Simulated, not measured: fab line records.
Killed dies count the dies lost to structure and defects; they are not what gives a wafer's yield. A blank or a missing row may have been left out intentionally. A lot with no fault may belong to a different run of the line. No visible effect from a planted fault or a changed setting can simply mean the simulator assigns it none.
fab line records	flow sky130	part 1 of 2: steps 1 to 25 of 36
record lots=5	wafers=15	lastDay=50
route steps=708 shown CAP2M@616 METAL4@621 VIA4@639
lots that met no fault: taken from a fault-free run of the same line
startH: start of the lot's first displayed wafer, in hours after the record's first day	waitH: time in hours since the lot's previous step	" repeats the value in the row above	L1.1+2: a row that stands for several wafers	- either no value or no given start	* or withheld: withheld	< > ~ a bound
route shown NAME@n: a module of which the file shows steps, and the number in the route of the first	usual: average and standard deviation across the fault-free wafers	same: alike in all rows	chamber/n: place in a boat	sites: per-site readings	_std_site: their standard deviation	_edge_site: the outer-site mean with the inner-site mean subtracted	radiusMm: how far each site lies from the wafer's centre	mask NAME#n: copy n	behind: the last tool/chamber to shape the wafer	hold: reason for holding the lot/hours on hold/outcome of the hold	device: the transistor (n, p or np) that didn't switch	end of line: tests of these same wafers at the route's end	a step given without rows: its recipe and nothing more	killed: count of dies lost to structure and defects at first sort (not the wafer's yield)	map: shows each die of a wafer: x if killed, . if not, _ if none is there
set.NAME: the setting as run; set.NAME@STEP: as run at that earlier step	model.NAME: the simulator's own value behind a step, which no gauge read
lots at some steps of the route; a table a step, a row a wafer
services: a tool's chamber out of use, with start hour (startH, from the record's first day; less than 0 if before it), hours out, and reason
## steps
# step SKY_CAP2M_METAL_ETCH_13
# recipe targetDepthNm=220	stopOn=SiO2	chemistry=Cl2/BCl3	target=TiN	pressureMtorr=10	icpW=900	biasW=48.5	Cl2_flow_sccm=60	bcl3FlowSccm=30	timeS=62.9
# usual drypumpMotorCurrentA=5.8/0.39	oesProductAu=0.942/0.007	throttleValvePct=21.901/0.01
lot.wafer	tool	chamber	startH	waitH	drypumpMotorCurrentA	oesProductAu	rfHoursCounterH	throttleValvePct
L076.1	rieMetal-02	0	982.93	0.0	5.0	0.945	12	21.887
L076.4	"	0	"	"	5.0	0.948	-	21.905
L076.6	"	1	"	"	5.7	0.961	-	21.894
L081.1	rieMetal-03	1	1005.89	0.0	5.9	0.931	9	21.909
L081.5	"	1	"	"	5.9	0.938	-	21.912
L081.6	"	0	"	"	5.5	0.946	-	21.904
L091.2	rieMetal-03	0	1066.53	0.0	5.5	0.945	16	21.890
L091.3	"	0	"	"	5.6	0.930	-	21.901
L091.6	"	0	"	"	5.6	0.940	-	21.908
L096.3	rieMetal-03	1	1091.46	0.0	5.9	0.948	-	21.901
L096.4	"	0	"	"	5.5	0.943	-	21.896
L096.6	"	0	"	"	5.5	0.952	-	21.876
L097.1	rieMetal-01	0	1102.58	0.0	6.0	0.943	20	21.892
L097.2	"	1	"	"	6.4	0.935	5	21.913
L097.4	"	0	"	"	6.0	0.930	-	21.898
# step SKY_CAP2M_STRIP_14
# recipe chemistry=O2/N2	powerW=1400	pressureMtorr=1500	platenTempC=withheld	o2FlowSccm=3000	n2FlowSccm=300	overashFraction=0.5
# usual drypumpMotorCurrentA=6.0/0.53	oesProductAu=0.710/0.0043	stripTimeToEndpointS=12.64/0.035
lot.wafer	tool	chamber	startH	waitH	drypumpMotorCurrentA	oesProductAu	rfHoursCounterH	stripTimeToEndpointS
L076.1	plasmaAsher-03	0	983.01	0.1	5.8	0.707	91	12.71
L076.4	"	1	"	"	5.3	0.707	-	12.70
L076.6	"	1	"	"	5.3	0.709	-	12.67
L081.1	plasmaAsher-02	0	1005.97	0.1	6.1	0.718	57	12.61
L081.5	"	0	"	"	6.1	0.707	-	12.64
L081.6	"	1	"	"	6.8	0.708	-	12.63
L091.2	plasmaAsher-03	0	1066.61	0.1	5.8	0.709	101	12.61
L091.3	"	1	"	"	5.3	0.712	-	12.67
L091.6	"	1	"	"	5.3	0.713	-	12.64
L096.3	plasmaAsher-02	1	1091.54	0.1	6.8	0.704	-	12.65
L096.4	"	0	"	"	6.1	0.706	-	12.64
L096.6	"	0	"	"	6.0	0.707	-	12.65
L097.1	plasmaAsher-02	1	1102.66	0.1	6.8	0.712	66	12.64
L097.2	"	0	"	"	6.1	0.716	66	12.61
L097.4	"	0	"	"	6.1	0.700	-	12.61
# step SKY_CAP2M_STRIP_15
# recipe chemistry=postEtchResidueRemover	timeS=1200	tempC=72.5
lot.wafer	tool	chamber	startH	waitH
L076.1+4+6	wetBench-02	3	983.11	0.1
L081.1+5+6	wetBench-03	3	1006.07	0.1
L091.2+3+6	wetBench-04	2	1066.71	0.1
L096.3+4+6	wetBench-03	1	1091.61	0.0
L097.1+2+4	wetBench-03	3	1102.76	0.1
# step SKY_CAP2M_CLEAN_16
# recipe chemistry=IPA	timeS=180	tempC=25
lot.wafer	tool	chamber	startH	waitH
L076.1+4+6	wetBench-04	0	983.45	0.0
L081.1+5+6	wetBench-04	2	1006.41	0.0
L091.2+3+6	wetBench-03	2	1067.05	0.0
L096.3+4+6	wetBench-02	1	1091.95	0.0
L097.1+2+4	wetBench-04	2	1103.10	0.0
# step SKY_CAP2M_CLEAN_17
# recipe chemistry=O3/DIW	dry=n2Spin
lot.wafer	tool	chamber	startH	waitH
L076.1+4+6	wetBench-04	0	983.51	0.0
L081.1+5+6	wetBench-02	3	1006.47	0.0
L091.2+3+6	wetBench-02	3	1067.11	0.0
L096.3+4+6	wetBench-04	2	1092.02	0.0
L097.1+2+4	wetBench-03	0	1103.16	0.0
# step SKY_METAL4_DEHYDRATE_05
# recipe tempC=200	timeS=60
# usual exhaustPa=45.1/1
lot.wafer	tool	chamber	startH	waitH	exhaustPa
L076.1	lithoTrack-01	0	993.64	10.0	43.9
L076.4	"	0	"	"	44.5
L076.6	"	0	"	"	45.0
L081.1	lithoTrack-01	0	1016.54	10.0	45.0
L081.5	"	0	"	"	44.2
L081.6	"	0	"	"	44.9
L091.2	lithoTrack-01	0	1078.07	10.9	47.0
L091.3	"	0	"	"	45.5
L091.6	"	0	"	"	45.5
L096.3	lithoTrack-04	0	1103.05	10.9	45.6
L096.4	"	0	"	"	46.2
L096.6	"	0	"	"	45.8
L097.1	lithoTrack-01	0	1111.90	8.6	43.5
L097.2	"	0	"	"	44.6
L097.4	"	0	"	"	43.9
# step SKY_METAL4_HMDS_06
# recipe primeTimeS=60	primeTempC=120
# usual exhaustPa=44.7/0.93	primeTempC=119.99/0.13
lot.wafer	tool	chamber	startH	waitH	exhaustPa	primeTempC
L076.1	lithoTrack-01	0	993.79	0.1	44.2	120.05
L076.4	"	0	"	"	43.5	120.13
L076.6	"	0	"	"	44.3	120.01
L081.1	lithoTrack-01	0	1016.69	0.1	43.7	119.99
L081.5	"	0	"	"	43.2	119.95
L081.6	"	0	"	"	44.5	119.73
L091.2	lithoTrack-01	0	1078.22	0.1	43.9	120.22
L091.3	"	0	"	"	44.8	120.11
L091.6	"	0	"	"	44.5	120.06
L096.3	lithoTrack-04	0	1103.20	0.1	44.8	119.92
L096.4	"	0	"	"	43.6	120.01
L096.6	"	0	"	"	45.7	120.06
L097.1	lithoTrack-01	0	1112.05	0.1	46.1	119.88
L097.2	"	0	"	"	44.8	119.90
L097.4	"	0	"	"	43.8	119.68
# step SKY_METAL4_COAT_07
# recipe resist=BARC	tempC=withheld	timeS=withheld	spinRpm=3000	resistThkNm=60
# usual exhaustPa=44.8/0.95
lot.wafer	tool	chamber	startH	waitH	exhaustPa
L076.1	lithoTrack-01	0	993.94	0.1	45.6
L076.4	"	0	"	"	46.0
L076.6	"	0	"	"	46.8
L081.1	lithoTrack-01	0	1016.84	0.1	43.7
L081.5	"	0	"	"	44.3
L081.6	"	0	"	"	46.1
L091.2	lithoTrack-01	0	1078.37	0.1	44.9
L091.3	"	0	"	"	45.4
L091.6	"	0	"	"	44.6
L096.3	lithoTrack-04	0	1103.35	0.1	44.4
L096.4	"	0	"	"	44.8
L096.6	"	0	"	"	44.5
L097.1	lithoTrack-01	0	1112.20	0.1	45.0
L097.2	"	0	"	"	43.9
L097.4	"	0	"	"	45.2
# step SKY_METAL4_COAT_08
# recipe resist=KrF-thick	spinRpm=3000	resistThkNm=1140
# usual exhaustPa=45.1/0.79
lot.wafer	tool	chamber	startH	waitH	exhaustPa
L076.1	lithoTrack-01	0	-	-	45.5
L076.4	"	0	"	"	44.7
L076.6	"	0	"	"	45.6
L081.1	lithoTrack-01	0	-	-	45.9
L081.5	"	0	"	"	46.2
L081.6	"	0	"	"	45.4
L091.2	lithoTrack-01	0	-	-	44.3
L091.3	"	0	"	"	44.4
L091.6	"	0	"	"	45.6
L096.3	lithoTrack-04	0	-	-	45.8
L096.4	"	0	"	"	44.5
L096.6	"	0	"	"	45.7
L097.1	lithoTrack-01	0	-	-	44.5
L097.2	"	0	"	"	45.3
L097.4	"	0	"	"	43.7
# step SKY_METAL4_SOFTBAKE_09
# recipe tempC=100	timeS=90	resist=KrF-thick
# usual exhaustPa=45.1/0.86
lot.wafer	tool	chamber	startH	waitH	exhaustPa
L076.1	lithoTrack-01	0	-	-	43.6
L076.4	"	0	"	"	44.2
L076.6	"	0	"	"	43.6
L081.1	lithoTrack-01	0	-	-	44.1
L081.5	"	0	"	"	44.3
L081.6	"	0	"	"	44.4
L091.2	lithoTrack-01	0	-	-	44.2
L091.3	"	0	"	"	45.7
L091.6	"	0	"	"	44.3
L096.3	lithoTrack-04	0	-	-	45.1
L096.4	"	0	"	"	45.0
L096.6	"	0	"	"	44.5
L097.1	lithoTrack-01	0	-	-	45.8
L097.2	"	0	"	"	45.0
L097.4	"	0	"	"	44.5
# step SKY_METAL4_EXPOSE_10
# recipe maskId=MM4	na=0.68	sourceShape=annular	sigmaInner=0.4	sigmaOuter=0.8	targetCdNm=300	doseMj=28
# same na=0.68
lot.wafer	tool	chamber	startH	waitH	mask
L076.1+4+6	krfScanner-02	0	-	-	MM4#0
L081.1+5+6	krfScanner-02	0	-	-	MM4#0
L091.2+3+6	krfScanner-02	0	-	-	MM4#0
L096.3+4+6	krfScanner-01	0	-	-	MM4#0
L097.1+2+4	krfScanner-01	0	-	-	MM4#0
# step SKY_METAL4_PEB_11
# recipe pebTempC=withheld	pebTimeS=withheld	resist=KrF-thick
# usual exhaustPa=45.0/0.87
lot.wafer	tool	chamber	startH	waitH	exhaustPa
L076.1	lithoTrack-04	0	-	-	45.1
L076.4	"	0	"	"	45.0
L076.6	"	0	"	"	44.3
L081.1	lithoTrack-01	0	-	-	45.0
L081.5	"	0	"	"	45.8
L081.6	"	0	"	"	44.4
L091.2	lithoTrack-01	0	-	-	44.9
L091.3	"	0	"	"	44.9
L091.6	"	0	"	"	44.3
L096.3	lithoTrack-03	0	-	-	45.7
L096.4	"	0	"	"	46.1
L096.6	"	0	"	"	44.5
L097.1	lithoTrack-03	0	-	-	45.8
L097.2	"	0	"	"	46.2
L097.4	"	0	"	"	45.0
# step SKY_METAL4_DEVELOP_12
# recipe developTimeS=60	resist=KrF-thick	devTempC=21
# usual exhaustPa=45.0/0.81
lot.wafer	tool	chamber	startH	waitH	exhaustPa
L076.1	lithoTrack-04	0	-	-	45.1
L076.4	"	0	"	"	45.0
L076.6	"	0	"	"	44.4
L081.1	lithoTrack-01	0	-	-	41.8
L081.5	"	0	"	"	44.8
L081.6	"	0	"	"	45.1
L091.2	lithoTrack-01	0	-	-	44.6
L091.3	"	0	"	"	44.6
L091.6	"	0	"	"	43.9
L096.3	lithoTrack-03	0	-	-	45.4
L096.4	"	0	"	"	45.0
L096.6	"	0	"	"	45.3
L097.1	lithoTrack-03	0	-	-	45.4
L097.2	"	0	"	"	45.8
L097.4	"	0	"	"	45.6
# step SKY_METAL4_CD_MEAS_13
# recipe targetCdNm=300
# usual cdNm=300.5/1.5
lot.wafer	tool	chamber	startH	waitH	cdNm
L076.1	cdSem-01	-	1006.20	-	299.7
L076.4	"	-	"	"	298.4
L076.6	"	-	"	"	298.8
L081.1	cdSem-01	-	1029.45	-	302.2
L081.5	"	-	"	"	300.8
L081.6	"	-	"	"	299.6
L091.2	cdSem-02	-	1088.82	-	303.2
L091.3	"	-	"	"	300.3
L091.6	"	-	"	"	300.4
L096.3	cdSem-02	-	1112.88	-	301.4
L096.4	"	-	"	"	301.0
L096.6	"	-	"	"	301.0
L097.1	cdSem-02	-	1123.09	-	302.4
L097.2	"	-	"	"	302.7
L097.4	"	-	"	"	302.9
# step SKY_METAL4_OVL_MEAS_14
# usual METAL4_OVL=2/5.3
lot.wafer	tool	chamber	startH	waitH	METAL4_OVL[nm]
L076.1	overlay-01	-	1006.32	0.1	12
L076.4	"	-	"	"	9
L076.6	"	-	"	"	7
L081.1	overlay-01	-	1029.57	0.1	2
L081.5	"	-	"	"	-4
L081.6	"	-	"	"	4
L091.2	overlay-02	-	1088.92	0.1	2
L091.3	"	-	"	"	-7
L091.6	"	-	"	"	-2
L096.3	overlay-02	-	1112.98	0.1	4
L096.4	"	-	"	"	0
L096.6	"	-	"	"	7
L097.1	overlay-01	-	1123.21	0.1	7
L097.2	"	-	"	"	6
L097.4	"	-	"	"	8
# step SKY_METAL4_DESCUM_15
# recipe chemistry=O2	sourcePowerW=150	biasPowerW=0	pressureMtorr=10	tempC=40	timeS=8
# usual drypumpMotorCurrentA=5.9/0.51	oesProductAu=1.001/0.0077
lot.wafer	tool	chamber	startH	waitH	drypumpMotorCurrentA	oesProductAu	rfHoursCounterH
L076.1	rieMetal-02	1	1006.35	0.0	5.7	0.982	11
L076.4	"	1	"	"	5.7	1.006	-
L076.6	"	0	"	"	5.0	1.001	-
L081.1	rieMetal-04	1	1029.60	0.0	6.5	0.999	16
L081.5	"	1	"	"	6.5	0.995	-
L081.6	"	0	"	"	6.3	0.992	-
L091.2	rieMetal-01	0	1088.95	0.0	6.0	0.991	20
L091.3	"	1	"	"	6.4	1.014	-
L091.6	"	1	"	"	6.4	1.012	-
L096.3	rieMetal-04	1	1113.01	0.0	6.5	1.001	-
L096.4	"	0	"	"	6.2	0.993	-
L096.6	"	0	"	"	6.2	0.994	-
L097.1	rieMetal-01	1	1123.25	0.0	6.4	1.007	7
L097.2	"	0	"	"	6.0	1.008	22
L097.4	"	0	"	"	6.0	0.999	-
# step SKY_METAL4_ETCH_16
# recipe chemistry=N2/H2	target=BARC	ionEnergyEv=200	biasW=100	pressureMtorr=30	n2FlowSccm=100	h2FlowSccm=200	icpW=500	stopOn=SiO2	timeS=88.2	targetDepthA=600
# usual drypumpMotorCurrentA=5.9/0.5	oesProductAu=0.625/0.0045	throttleValvePct=13.205/0.01
lot.wafer	tool	chamber	startH	waitH	drypumpMotorCurrentA	oesProductAu	rfHoursCounterH	throttleValvePct
L076.1	rieMetal-02	1	1006.38	0.0	5.7	0.625	11	13.191
L076.4	"	1	"	"	5.7	0.624	-	13.215
L076.6	"	0	"	"	5.0	0.629	-	13.205
L081.1	rieMetal-04	1	1029.63	0.0	6.5	0.622	16	13.202
L081.5	"	1	"	"	6.5	0.628	-	13.205
L081.6	"	0	"	"	6.3	0.623	-	13.220
L091.2	rieMetal-01	0	1088.98	0.0	6.0	0.620	20	13.211
L091.3	"	1	"	"	6.4	0.622	-	13.193
L091.6	"	1	"	"	6.4	0.624	-	13.197
L096.3	rieMetal-04	1	1113.07	0.0	6.5	0.630	-	13.223
L096.4	"	0	"	"	6.3	0.624	-	13.199
L096.6	"	0	"	"	6.3	0.637	-	13.198
L097.1	rieMetal-01	1	1123.28	0.0	6.4	0.623	7	13.199
L097.2	"	0	"	"	6.0	0.627	22	13.202
L097.4	"	0	"	"	6.0	0.621	-	13.205
# step SKY_METAL4_ETCH_17
# recipe target=SiO2	stopOn=TiN	chemistry=C4F8/O2/Ar	sourceW=1500	biasW=1200	pressureMtorr=40	c4f8FlowSccm=withheld	O2_flow_sccm=6	Ar_flow_sccm=300	timeS=3.9	targetDepthA=150
# usual oesProductAu=0.754/0.0067
lot.wafer	tool	chamber	startH	waitH	oesProductAu	rfHoursCounterH
L076.1	rieDiel-01	0	1006.48	0.1	0.751	28
L076.4	"	3	"	"	0.768	20
L076.6	"	0	"	"	0.767	-
L081.1	rieDiel-03	3	1029.73	0.1	0.748	11
L081.5	"	1	"	"	0.752	-
L081.6	"	2	"	"	0.761	-
L091.2	rieDiel-01	2	1089.08	0.1	0.751	15
L091.3	"	1	"	"	0.755	22
L091.6	"	3	"	"	0.759	-
L096.3	rieDiel-02	1	1113.13	0.0	0.752	9
L096.4	"	3	"	"	0.759	17
L096.6	"	2	"	"	0.750	-
L097.1	rieDiel-03	2	1123.38	0.1	0.745	19
L097.2	"	1	"	"	0.751	13
L097.4	"	0	"	"	0.764	21
# step SKY_METAL4_METAL_ETCH_18
# recipe targetDepthA=8450	stopOn=SiO2	overEtchFrac=0.3	timeS=183.1	chemistry=Cl2/BCl3	resistSidewallDeg=88	pressureMtorr=10	icpW=900	biasW=48.5	Cl2_flow_sccm=60	bcl3FlowSccm=30
# usual drypumpMotorCurrentA=6.0/0.46	oesProductAu=0.866/0.0064	throttleValvePct=22.263/0.0089
lot.wafer	tool	chamber	startH	waitH	drypumpMotorCurrentA	oesProductAu	rfHoursCounterH	throttleValvePct
L076.1	rieMetal-01	0	1006.50	0.0	6.0	0.860	13	22.272
L076.4	"	0	"	"	6.0	0.868	-	22.260
L076.6	"	0	"	"	6.0	0.872	-	22.269
L081.1	rieMetal-01	0	1029.75	0.0	6.0	0.867	15	22.256
L081.5	"	0	"	"	6.0	0.867	-	22.252
L081.6	"	1	"	"	6.4	0.871	-	22.250
L091.2	rieMetal-02	0	1089.10	0.0	5.0	0.862	19	22.273
L091.3	"	0	"	"	5.0	0.853	-	22.259
L091.6	"	0	"	"	5.0	0.856	-	22.257
L096.3	rieMetal-02	0	1113.21	0.1	5.0	0.867	-	22.261
L096.4	"	1	"	"	5.7	0.865	-	22.272
L096.6	"	1	"	"	5.7	0.871	-	22.263
L097.1	rieMetal-02	1	1123.40	0.0	5.7	0.868	19	22.257
L097.2	"	0	"	"	5.0	0.862	22	22.260
L097.4	"	1	"	"	5.7	0.872	-	22.259
# step SKY_METAL4_STRIP_19
# recipe chemistry=O2/N2	powerW=1400	pressureMtorr=1500	platenTempC=withheld	o2FlowSccm=3000	n2FlowSccm=300	overashFraction=0.5
# usual drypumpMotorCurrentA=5.8/0.38	oesProductAu=0.501/0.0054	stripTimeToEndpointS=6.51/0.074
lot.wafer	tool	chamber	startH	waitH	drypumpMotorCurrentA	oesProductAu	rfHoursCounterH	stripTimeToEndpointS
L076.1	plasmaAsher-04	1	1006.86	0.3	6.6	0.500	119	6.51
L076.4	"	1	"	"	6.6	0.508	-	6.58
L076.6	"	0	"	"	5.7	0.507	-	6.54
L081.1	plasmaAsher-03	1	1029.93	0.1	5.3	0.504	95	6.41
L081.5	"	1	"	"	5.3	0.492	-	6.39
L081.6	"	0	"	"	5.8	0.498	-	6.42
L091.2	plasmaAsher-03	1	1089.28	0.1	5.3	0.501	103	6.51
L091.3	"	0	"	"	5.8	0.498	-	6.48
L091.6	"	0	"	"	5.8	0.499	-	6.51
L096.3	plasmaAsher-01	1	1113.36	0.1	5.6	0.502	-	6.52
L096.4	"	0	"	"	6.1	0.498	-	6.46
L096.6	"	0	"	"	6.1	0.498	-	6.47
L097.1	plasmaAsher-01	1	1123.58	0.1	5.5	0.501	38	6.47
L097.2	"	0	"	"	6.1	0.497	38	6.46
L097.4	"	0	"	"	6.1	0.499	-	6.48
# step SKY_METAL4_STRIP_20
# recipe chemistry=postEtchResidueRemover	timeS=1200	tempC=72.5
lot.wafer	tool	chamber	startH	waitH
L076.1+4+6	wetBench-03	1	1006.96	0.1
L081.1+5+6	wetBench-01	3	1030.03	0.1
L091.2+3+6	wetBench-03	0	1089.38	0.1
L096.3+4+6	wetBench-04	0	1113.43	0.0
L097.1+2+4	wetBench-01	0	1123.68	0.1
# step SKY_METAL4_CLEAN_21
# recipe chemistry=IPA	timeS=180	tempC=25
lot.wafer	tool	chamber	startH	waitH
L076.1+4+6	wetBench-01	1	1007.30	0.0
L081.1+5+6	wetBench-03	3	1030.37	0.0
L091.2+3+6	wetBench-01	0	1089.72	0.0
L096.3+4+6	wetBench-04	1	1113.77	0.0
L097.1+2+4	wetBench-04	0	1124.05	0.0
# step SKY_METAL4_CLEAN_22
# recipe chemistry=O3/DIW	dry=n2Spin
lot.wafer	tool	chamber	startH	waitH
L076.1+4+6	wetBench-01	2	1007.36	0.0
L081.1+5+6	wetBench-01	2	1030.43	0.0
L091.2+3+6	wetBench-03	0	1089.78	0.0
L096.3+4+6	wetBench-03	0	1113.83	0.0
L097.1+2+4	wetBench-01	3	1124.11	0.0
# step SKY_VIA4_HDPCVD_00
# recipe material=SiO2	targetThkNm=1750	sigmaOpenFrac=0.3	timeS=291.7	tempC=400	sih4FlowSccm=60	pressureMtorr=6
lot.wafer	tool	chamber	startH	waitH
L076.1+4+6	hdpcvd-01	2,2,1	1007.45	0.0
L081.1+5+6	hdpcvd-02	0,2,0	1030.52	0.0
L091.2+3+6	hdpcvd-01	1,0,2	1089.87	0.0
L096.3+4+6	hdpcvd-01	1,1,2	1113.92	0.0
L097.1+2+4	hdpcvd-01	0,2,0	1124.21	0.0
# step SKY_VIA4_THK_MEAS_01
# recipe reads=SiO2_of_VIA4_HDPCVD_00
# usual VIA4_HDPCVD_THK=1760/17
lot.wafer	tool	chamber	startH	waitH	VIA4_HDPCVD_THK[nm]
L076.1	filmMetro-02	-	1007.63	0.1	1765
L076.4	"	-	"	"	1766
L076.6	"	-	"	"	1775
L081.1	filmMetro-04	-	1030.70	0.1	1780
L081.5	"	-	"	"	1772
L081.6	"	-	"	"	1783
L091.2	filmMetro-02	-	1090.06	0.1	1815
L091.3	"	-	"	"	1765
L091.6	"	-	"	"	1765
L096.3	filmMetro-01	-	1114.12	0.1	1774
L096.4	"	-	"	"	1738
L096.6	"	-	"	"	1747
L097.1	filmMetro-01	-	1124.39	0.1	1758
L097.2	"	-	"	"	1750
L097.4	"	-	"	"	1762
